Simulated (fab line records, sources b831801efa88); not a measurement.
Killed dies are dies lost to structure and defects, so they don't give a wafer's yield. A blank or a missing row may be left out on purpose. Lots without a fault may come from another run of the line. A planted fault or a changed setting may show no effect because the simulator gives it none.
fab line records | flow sky130
record lots=13 wafers=39 last_day=51
route steps=708 shown LDD_P@262 LDD_HVP@286 SPACER@305 PAD_OPEN@708
lots that met no fault: from a run of the same line without faults
start_h: hours from the record's first day to the start of the lot's first wafer shown | wait_h: hours since the lot's step before | " the same as in the row above | L1.1+2: a row that stands for several wafers | - no value, or no start given | * or withheld: withheld | < > ~ a bound
route shown NAME@n: a module of which the file shows steps, and the number in the route of the first | usual: mean/standard deviation of fault-free wafers | same: alike in all rows | chamber/n: place in a boat | sites: the reading at each site | _std_site: their standard deviation | _edge_site: outer sites' mean less inner sites' | radius_mm: how far each site lies from the wafer's centre | mask NAME#n: copy n | behind: the tool/chamber that last shaped the wafer | hold: why the lot was held/for how many hours/how that ended | device: the transistor (n, p or np) that didn't switch | end of line: the same wafers' tests at the end of the route | a step without rows: its recipe alone | killed: dies lost to structure and defects at the first sort, not the wafer's yield | map: a wafer's dies, x killed, . not, _ none there
set.NAME: the setting as run; set.NAME@STEP: as run at that earlier step | model.NAME: the simulator's own value behind a step, which no gauge read
steps of the route over a sample of lots; a table a step, a row a wafer
services: from which hour (start_h, from the record's first day; less than 0 if before it) a tool's chamber was out of use, for how many hours, and why
## steps
# step SKY_LDD_P_CD_MEAS_07
# recipe target_cd_nm=380
# usual cd_nm=380.9/2.6
# columns lot.wafer tool chamber start_h wait_h cd_nm
L656.1 cd_sem-01 - 425.36 0.1 381.9
L656.2 " - " " 382.3
L656.3 " - " " 379.2
L658.1 cd_sem-02 - 461.46 0.1 383.3
L658.5 " - " " 383.4
L658.6 " - " " 384.6
L659.1 cd_sem-02 - 466.76 0.1 377.1
L659.4 " - " " 379.0
L659.5 " - " " 376.6
L664.2 cd_sem-01 - 509.53 0.1 386.0
L664.4 " - " " 384.1
L664.5 " - " " 385.9
L666.3 cd_sem-01 - 515.85 0.1 381.4
L666.4 " - " " 381.5
L666.6 " - " " 380.7
L665.1 cd_sem-02 - 518.36 0.1 383.0
L665.2 " - " " 384.5
L665.5 " - " " 382.7
L670.1 cd_sem-01 - 554.26 0.1 383.3
L670.3 " - " " 379.3
L670.6 " - " " 381.5
L671.2 cd_sem-02 - 564.63 0.1 380.9
L671.3 " - " " 378.9
L671.5 " - " " 382.3
L673.3 cd_sem-01 - 583.55 0.1 379.0
L673.5 " - " " 377.2
L673.6 " - " " 377.8
L674.3 cd_sem-02 - 586.90 0.1 382.2
L674.4 " - " " 383.5
L674.6 " - " " 384.7
L675.1 cd_sem-02 - 601.76 0.1 383.7
L675.2 " - " " 381.7
L675.3 " - " " 379.5
L677.1 cd_sem-01 - 637.21 0.1 379.1
L677.3 " - " " 380.1
L677.6 " - " " 380.9
L679.1 cd_sem-02 - 655.36 0.1 380.3
L679.2 " - " " 384.1
L679.4 " - " " 381.1
# step SKY_LDD_P_TW_MEAS_11
# usual LDD_P_TW=637/3.6
# columns lot.wafer tool chamber start_h wait_h LDD_P_TW
L656.1 film_metro-03 - 425.76 0.1 638
L656.2 " - " " 636
L656.3 " - " " 638
L658.1 film_metro-04 - 461.96 0.2 635
L658.5 " - " " 633
L658.6 " - " " 632
L659.1 film_metro-01 - 467.30 0.1 644
L659.4 " - " " 643
L659.5 " - " " 645
L664.2 film_metro-04 - 509.93 0.1 632
L664.4 " - " " 635
L664.5 " - " " 633
L666.3 film_metro-04 - 516.24 0.1 631
L666.4 " - " " 630
L666.6 " - " " 635
L665.1 film_metro-04 - 518.76 0.1 632
L665.2 " - " " 632
L665.5 " - " " 636
L670.1 film_metro-01 - 554.71 0.1 639
L670.3 " - " " 642
L670.6 " - " " 642
L671.2 film_metro-04 - 565.03 0.1 632
L671.3 " - " " 631
L671.5 " - " " 635
L673.3 film_metro-01 - 583.94 0.1 642
L673.5 " - " " 638
L673.6 " - " " 637
L674.3 film_metro-03 - 587.29 0.1 638
L674.4 " - " " 637
L674.6 " - " " 634
L675.1 film_metro-03 - 602.16 0.1 639
L675.2 " - " " 641
L675.3 " - " " 640
L677.1 film_metro-03 - 637.61 0.1 636
L677.3 " - " " 638
L677.6 " - " " 636
L679.1 film_metro-01 - 655.77 0.1 635
L679.2 " - " " 640
L679.4 " - " " 636
# step SKY_LDD_HVP_IMPLANT_08
# recipe species=B energy_kev=20 dose_cm2=1.7e+13 tilt_deg=17.9
# usual beam_on_s=10.01/0.18 end_station_pressure_torr=5.04e-06/2.8e-07 faraday_current_uA=95.8/1.7
# columns lot.wafer tool chamber start_h wait_h beam_on_s end_station_pressure_torr faraday_current_uA
L656.1 implanter-04 0 487.41 0.0 9.74 4.71e-06 98.2
L656.2 " 0 " " 10.17 4.9e-06 94.4
L656.3 " 0 " " 9.99 4.95e-06 96.3
L658.1 implanter-03 0 523.96 0.0 9.88 5.04e-06 97.4
L658.5 " 0 " " 9.84 4.79e-06 97.6
L658.6 " 0 " " 10.07 4.85e-06 94.8
L659.1 implanter-04 0 528.85 0.0 9.78 5.03e-06 98.2
L659.4 " 0 " " 10.07 5.18e-06 95.5
L659.5 " 0 " " 10.11 4.94e-06 94.5
L664.2 implanter-04 0 569.47 0.0 9.97 5.25e-06 96.0
L664.4 " 0 " " 10.03 4.75e-06 95.9
L664.5 " 0 " " 10.15 5.06e-06 94.2
L666.3 implanter-03 0 575.29 0.1 12.75 0.00011398 76.4
L666.4 " 0 " " 12.81 0.00011595 75.6
L666.6 " 0 " " 13.00 0.00011692 74.5
L665.1 implanter-03 0 578.15 0.0 12.74 0.00012276 76.2
L665.2 " 0 " " 12.66 0.0001279 76.6
L665.5 " 0 " " 12.67 0.00012994 75.9
L670.1 implanter-04 0 613.10 0.0 10.03 4.94e-06 95.6
L670.3 " 0 " " 9.94 5.31e-06 96.3
L670.6 " 0 " " 10.13 4.58e-06 94.9
L671.2 implanter-04 0 623.87 0.0 9.84 5.24e-06 97.1
L671.3 " 0 " " 9.76 4.46e-06 97.7
L671.5 " 0 " " 9.78 4.94e-06 97.9
L673.3 implanter-03 0 641.76 0.1 10.16 4.45e-06 94.6
L673.5 " 0 " " 9.98 4.76e-06 96.5
L673.6 " 0 " " 10.17 5.15e-06 94.3
L674.3 implanter-01 0 644.90 0.1 10.02 4.95e-06 95.9
L674.4 " 0 " " 10.08 5.25e-06 95.0
L674.6 " 0 " " 9.94 5.02e-06 96.4
L675.1 implanter-03 0 660.00 0.0 9.98 4.66e-06 95.7
L675.2 " 0 " " 10.03 5e-06 95.2
L675.3 " 0 " " 9.85 4.61e-06 96.9
L677.1 implanter-04 0 693.75 0.0 9.65 5.07e-06 99.0
L677.3 " 0 " " 9.76 5.54e-06 98.4
L677.6 " 0 " " 10.03 4.92e-06 95.8
L679.1 implanter-04 0 712.41 0.1 10.02 5.26e-06 95.7
L679.2 " 0 " " 9.93 5.36e-06 96.4
L679.4 " 0 " " 10.14 5.09e-06 94.3
# step SKY_LDD_HVP_TW_MEAS_10
# usual LDD_HVP_TW=460/5.5
# columns lot.wafer tool chamber start_h wait_h LDD_HVP_TW
L656.1 film_metro-04 - 487.66 0.1 450
L656.2 " - " " 454
L656.3 " - " " 455
L658.1 film_metro-02 - 524.21 0.1 469
L658.5 " - " " 468
L658.6 " - " " 467
L659.1 film_metro-04 - 529.10 0.1 454
L659.4 " - " " 454
L659.5 " - " " 453
L664.2 film_metro-04 - 569.71 0.1 455
L664.4 " - " " 455
L664.5 " - " " 455
L666.3 film_metro-04 - 575.51 0.1 490
L666.4 " - " " 492
L666.6 " - " " 489
L665.1 film_metro-04 - 578.40 0.1 486
L665.2 " - " " 486
L665.5 " - " " 486
L670.1 film_metro-02 - 613.35 0.1 466
L670.3 " - " " 464
L670.6 " - " " 469
L671.2 film_metro-04 - 624.11 0.1 459
L671.3 " - " " 455
L671.5 " - " " 456
L673.3 film_metro-03 - 641.98 0.1 457
L673.5 " - " " 458
L673.6 " - " " 458
L674.3 film_metro-02 - 645.12 0.1 462
L674.4 " - " " 464
L674.6 " - " " 464
L675.1 film_metro-03 - 660.25 0.1 455
L675.2 " - " " 459
L675.3 " - " " 456
L677.1 film_metro-03 - 694.00 0.1 461
L677.3 " - " " 460
L677.6 " - " " 460
L679.1 film_metro-02 - 712.66 0.1 465
L679.2 " - " " 463
L679.4 " - " " 465
# step SKY_SPACER_THK_MEAS_01
# recipe reads=Si3N4_of_SPACER_CVD_00
# usual SPACER_CVD_00_THK=43.3/0.33
# columns lot.wafer tool chamber start_h wait_h SPACER_CVD_00_THK[nm]
L656.1 film_metro-04 - 520.72 0.0 43.8
L656.2 " - " " 43.8
L656.3 " - " " 43.7
L658.1 film_metro-01 - 558.65 0.0 42.7
L658.5 " - " " 43.1
L658.6 " - " " 43.2
L659.1 film_metro-04 - 560.63 0.1 43.5
L659.4 " - " " 43.4
L659.5 " - " " 43.2
L664.2 film_metro-03 - 602.03 0.0 43.5
L664.4 " - " " 43.6
L664.5 " - " " 43.0
L666.3 film_metro-04 - 606.55 0.0 43.2
L666.4 " - " " 43.2
L666.6 " - " " 43.1
L665.1 film_metro-04 - 610.02 0.0 43.2
L665.2 " - " " 42.9
L665.5 " - " " 42.9
L670.1 film_metro-01 - 644.20 0.0 43.1
L670.3 " - " " 43.3
L670.6 " - " " 43.3
L671.2 film_metro-01 - 654.68 0.0 43.9
L671.3 " - " " 43.6
L671.5 " - " " 44.0
L673.3 film_metro-01 - 671.75 0.0 43.1
L673.5 " - " " 42.7
L673.6 " - " " 43.0
L674.3 film_metro-01 - 674.84 0.0 42.9
L674.4 " - " " 43.2
L674.6 " - " " 43.1
L675.1 film_metro-03 - 690.59 0.0 43.0
L675.2 " - " " 43.1
L675.3 " - " " 43.1
L677.1 film_metro-04 - 724.63 0.0 43.7
L677.3 " - " " 43.6
L677.6 " - " " 43.7
L679.1 film_metro-01 - 741.66 0.0 43.3
L679.2 " - " " 43.1
L679.4 " - " " 43.0
# step SKY_PAD_OPEN_PROBE_99
# usual killed_at_M0_to_M3=44/6.8 killed_at_M4_up=2.9/1.9 killed_at_contacts=24/5.2 killed_at_front_end=16/4.1 killed_at_other=0.4/0.74 killed_dies=88/9.1 killed_open=48/7.2 killed_short=39/5.6
# same gross_dies=492 killed_at_back_side=0
# columns lot.wafer tool chamber start_h wait_h killed_at_M0_to_M3 killed_at_M4_up killed_at_contacts killed_at_front_end killed_at_other killed_dies killed_open killed_short
L665.1 prober-02 - 1131.95 0.1 37 5 19 15 0 76 39 37
L665.2 prober-02 - 1132.00 0.1 42 1 19 24 0 86 41 45
L665.5 prober-02 - 1132.15 0.2 40 2 25 27 0 94 57 37
L670.1 prober-02 - 1153.34 0.1 55 1 26 15 0 97 48 46
L670.3 prober-02 - 1153.44 0.2 44 5 27 19 0 95 52 42
L670.6 prober-02 - 1153.59 0.2 40 4 28 15 0 87 43 43
L671.2 prober-01 - 1157.94 0.1 30 1 26 19 2 78 45 31
L671.3 prober-01 - 1157.99 0.2 26 2 26 12 0 66 35 31
L671.5 prober-01 - 1158.09 0.2 53 2 27 17 1 100 46 53
L674.3 prober-02 - 1172.87 0.2 46 1 25 11 0 83 48 34
L674.6 prober-02 - 1173.02 0.2 32 2 29 19 0 82 48 34
L679.1 prober-01 - 1215.97 0.1 45 3 21 14 0 83 49 34
L679.2 prober-01 - 1216.02 0.1 38 3 21 16 0 78 46 32
L679.4 prober-01 - 1216.12 0.2 41 2 26 17 0 86 47 39
# killed by level:class
L665.1 CONTACT:geometric_particle:open=7 VIA1:geometric_particle:open=7 VIA1:geometric_particle:short=6 VIA3:geometric_particle:open=6 FIELD_ISO:geometric_particle:open=5 POLY_GATE:geometric_particle:short=5 LI_CONTACT:geometric_particle:open=4 CONTACT:geometric_particle:short=4
L665.2 VIA1:geometric_particle:open=8 CONTACT:geometric_particle:open=7 METAL2:geometric_particle:short=7 FIELD_ISO:geometric_particle:open=6 FIELD_ISO:geometric_particle:short=6 LI_CONTACT:geometric_particle:open=4 POLY_GATE:geometric_particle:open=4 METAL1:geometric_particle:short=4
L665.5 LI_CONTACT:geometric_particle:open=13 VIA1:geometric_particle:open=12 FIELD_ISO:geometric_particle:short=7 VIA3:geometric_particle:open=7 POLY_GATE:geometric_particle:open=6 CONTACT:geometric_particle:open=5 METAL2:geometric_particle:short=5 POLY_GATE:geometric_particle:short=4
L670.1 VIA1:geometric_particle:open=10 METAL2:geometric_particle:short=10 VIA2:geometric_particle:open=7 LOCAL_INTERCONNECT:geometric_particle:short=6 CONTACT:geometric_particle:short=6 POLY_GATE:geometric_particle:short=5 LI_CONTACT:geometric_particle:open=5 CONTACT:geometric_particle:open=5
L670.3 VIA1:geometric_particle:open=8 LI_CONTACT:geometric_particle:open=7 CONTACT:geometric_particle:short=7 CONTACT:geometric_particle:open=7 METAL1:geometric_particle:short=7 VIA2:geometric_particle:open=7 VIA3:geometric_particle:open=7 LOCAL_INTERCONNECT:geometric_particle:short=5
L670.6 CONTACT:geometric_particle:open=13 METAL2:geometric_particle:short=7 VIA3:geometric_particle:open=7 FIELD_ISO:geometric_particle:short=5 LI_CONTACT:geometric_particle:short=5 VIA1:geometric_particle:short=5 VIA1:geometric_particle:open=5 LOCAL_INTERCONNECT:geometric_particle:short=4
L671.2 CONTACT:geometric_particle:open=9 LI_CONTACT:geometric_particle:open=8 POLY_GATE:geometric_particle:open=8 FIELD_ISO:geometric_particle:short=5 VIA1:geometric_particle:open=5 VIA2:geometric_particle:open=5 LI_CONTACT:geometric_particle:short=4 VIA3:geometric_particle:open=4
L671.3 CONTACT:geometric_particle:open=10 CONTACT:geometric_particle:short=7 VIA2:geometric_particle:open=7 LI_CONTACT:geometric_particle:open=6 METAL1:geometric_particle:short=6 SPACER:geometric_particle:short=4 VIA3:geometric_particle:open=3 POLY_GATE:geometric_particle:open=3
L671.5 CONTACT:geometric_particle:open=11 METAL1:geometric_particle:short=9 CONTACT:geometric_particle:short=8 VIA1:geometric_particle:open=8 METAL2:geometric_particle:short=8 POLY_GATE:geometric_particle:short=7 VIA2:geometric_particle:open=7 VIA2:geometric_particle:short=5
L674.3 VIA1:geometric_particle:open=11 LI_CONTACT:geometric_particle:open=10 CONTACT:geometric_particle:open=8 VIA1:geometric_particle:short=8 VIA2:geometric_particle:open=6 METAL1:geometric_particle:short=5 CONTACT:geometric_particle:short=4 VIA2:geometric_particle:short=4
L674.6 CONTACT:geometric_particle:open=12 LI_CONTACT:geometric_particle:open=10 VIA1:geometric_particle:open=7 FIELD_ISO:geometric_particle:open=6 CONTACT:geometric_particle:short=6 METAL1:geometric_particle:short=5 METAL2:geometric_particle:short=5 FIELD_ISO:geometric_particle:short=4
L679.1 VIA1:geometric_particle:open=10 VIA3:geometric_particle:open=9 LI_CONTACT:geometric_particle:open=8 METAL1:geometric_particle:short=6 CONTACT:geometric_particle:short=5 FIELD_ISO:geometric_particle:open=4 POLY_GATE:geometric_particle:open=4 LI_CONTACT:geometric_particle:short=4
L679.2 VIA3:geometric_particle:open=10 CONTACT:geometric_particle:open=8 LI_CONTACT:geometric_particle:open=7 VIA1:geometric_particle:open=7 FIELD_ISO:geometric_particle:short=6 VIA1:geometric_particle:short=5 FIELD_ISO:geometric_particle:open=4 METAL1:geometric_particle:short=4
L679.4 CONTACT:geometric_particle:open=11 VIA3:geometric_particle:open=8 METAL2:geometric_particle:short=7 VIA2:geometric_particle:open=6 FIELD_ISO:geometric_particle:open=5 LI_CONTACT:geometric_particle:open=5 METAL1:geometric_particle:short=5 FIELD_ISO:geometric_particle:short=4
## services
# columns tool chamber start_h hours kind
implanter-01 - 506.60 1.6 repair
implanter-03 - 512.46 1.0 repair
implanter-01 - 536.94 5.2 pm
implanter-01 - 562.01 5.3 pm
implanter-04 - 565.82 3.3 repair
implanter-01 - 570.26 3.4 repair
implanter-04 - 576.37 10.3 repair
implanter-03 - 581.42 2.2 repair
implanter-01 - 593.12 1.1 repair
implanter-01 - 608.50 22.8 pm
implanter-03 - 631.69 3.5 repair
implanter-01 - 651.65 6.2 repair
implanter-03 - 707.45 5.7 repair
## key
first_sign step=SKY_LDD_HVP_IMPLANT_08 reading=end_station_pressure_torr direction=up sigmas=99+ usual=5.04e-06 struck=0.00012124
effect step=SKY_LDD_HVP_IMPLANT_08 reading=beam_on_s direction=up sigmas=16 usual=10.01 struck=12.77
effect step=SKY_LDD_HVP_TW_MEAS_10 reading=LDD_HVP_TW direction=up sigmas=5.2 usual=460 struck=488
met_at SKY_LDD_HVP_IMPLANT_08
struck_lots L665,L666
tester_left_out L665,L666
not_acting_at SKY_LDD_P_CD_MEAS_07,SKY_LDD_P_TW_MEAS_11,SKY_SPACER_THK_MEAS_01
onset_between 523.96 575.29
fault kind=process_parameter_drift tool=implanter-03 chamber=- onset_h=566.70 steps=SKY_LDD_HVP_IMPLANT_08 channel=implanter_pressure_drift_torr offset=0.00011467 shape=step end_h=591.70
fault kind=process_parameter_drift tool=implanter-03 chamber=- onset_h=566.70 steps=SKY_LDD_HVP_IMPLANT_08 channel=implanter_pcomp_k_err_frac offset=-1 shape=step end_h=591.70
# tester_left_out: of these lots the tester's yield and bins aren't shown, on N5 and GAA mostly nor the transistor test; their killed dies are dies lost to structure and defects alone, not to doping, threshold or leakage, so they don't give the yield
